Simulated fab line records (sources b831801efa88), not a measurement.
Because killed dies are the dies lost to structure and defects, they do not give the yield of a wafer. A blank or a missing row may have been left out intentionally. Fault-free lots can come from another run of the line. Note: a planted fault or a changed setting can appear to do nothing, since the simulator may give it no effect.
Struck lot and sound lot, side by side	flow sky130	16 out of 708 route steps
Sound: wafers L217.4, L217.5, L217.6. The struck wafers were L237.1, L237.4, L237.5. At the end, the cause is stated.
For every step that has rows: the tool of each side, followed by ch and its chambers, followed by its first start. Under that, the readings that differ: sound wafers	struck wafers	difference of the means	sigmas: that difference in standard deviations of wafers without a fault.
alike: readings with means less than 2 such deviations apart, plus words and numbers identical on both sides. not compared: withheld readings, readings lacking a value on some wafer, bounds such as >300 that could conceal the same value, and numbers that have no deviation in the record and whose values overlap.
The two part at a step that has a row with sigmas, a row that says differs or no value, or rows on one side only. Numbers that don't overlap but have no deviation are shown without sigmas and don't part them. A reading that every wafer of one side lacks parts them only if that side has two wafers or more.

first, 4 steps without rows for these wafers: SKY_LDD_N_IMPLANT_12; SKY_LDD_N_IMPLANT_13; SKY_LDD_N_IMPLANT_14; SKY_LDD_N_IMPLANT_15.
SKY_LDD_N_STRIP_16: strips in O2/N2.
  sound on plasma-asher-01 ch 0,1, day 18 04:49; struck on plasma-asher-02 ch 0,1, day 25 08:04
reading	sound	struck	difference	sigmas
strip-time-to-endpoint-s (s)	4.335 4.318 4.344	4.308 4.272 4.299	-0.039	-2
  alike: drypump-motor-current-A, oes-product-au
  not compared: rf-hours-counter-h
SKY_LDD_N_TW_MEAS_17:
  sound on film-metro-02 at day 18 04:55; struck on film-metro-02 at day 25 08:10
  alike: LDD_N_TW
then, 6 steps without rows for these wafers: SKY_LDD_P_DEHYDRATE_00 (time 60 s); SKY_LDD_P_HMDS_01 (prime time 60 s); SKY_LDD_P_COAT_02 (resist thk 1140 nm); SKY_LDD_P_SOFTBAKE_03 (time 60 s); SKY_LDD_P_EXPOSE_04 (exposes mask PSDM, target cd 380 nm); SKY_LDD_P_PEB_05.
SKY_LDD_P_DEVELOP_06: develop time 60 s.
  sound on litho-track-02 ch 0, day 19 10:50; struck on litho-track-02 ch 0, day 26 13:09
reading	sound	struck	difference	sigmas
developer-temp-C (C)	23.11 23.15 23.14	25.27 25.26 25.28	+2.14	+21
SKY_LDD_P_CD_MEAS_07: the cd target is 380 nm.
  sound on cd-sem-01 at day 19 10:58; struck on cd-sem-01 at day 26 13:18
reading	sound	struck	difference	sigmas
cd-nm (nm)	382.6 382.7 380.6	373.7 372.4 373.1	-8.9	-5
SKY_LDD_P_OVL_MEAS_08:
  sound on overlay-01 at day 19 11:02; struck on overlay-01 at day 26 13:25
  alike: LDD_P_OVL
-- here the record skips 24 days between the struck wafers' starts before and after, leaving off in module LDD_P and picking up in module PAD_OPEN (first step shown: number 708 of the route) --
SKY_PAD_OPEN_PROBE_99:
  sound on prober-02 at day 46 00:38; struck on prober-02 at day 50 09:01
  alike: killed_at_M0_to_M3, killed_at_M4_up, killed-at-contacts, killed-at-front-end, killed-at-other, killed-dies, killed-open, killed-short

== WHERE THEY PART ==
Earliest at SKY_LDD_N_STRIP_16; latest, in this record, at SKY_LDD_P_CD_MEAS_07. Later steps at which nothing parts them and some readings are alike: SKY_LDD_P_OVL_MEAS_08, SKY_PAD_OPEN_PROBE_99.

WHY: what the simulator had put in
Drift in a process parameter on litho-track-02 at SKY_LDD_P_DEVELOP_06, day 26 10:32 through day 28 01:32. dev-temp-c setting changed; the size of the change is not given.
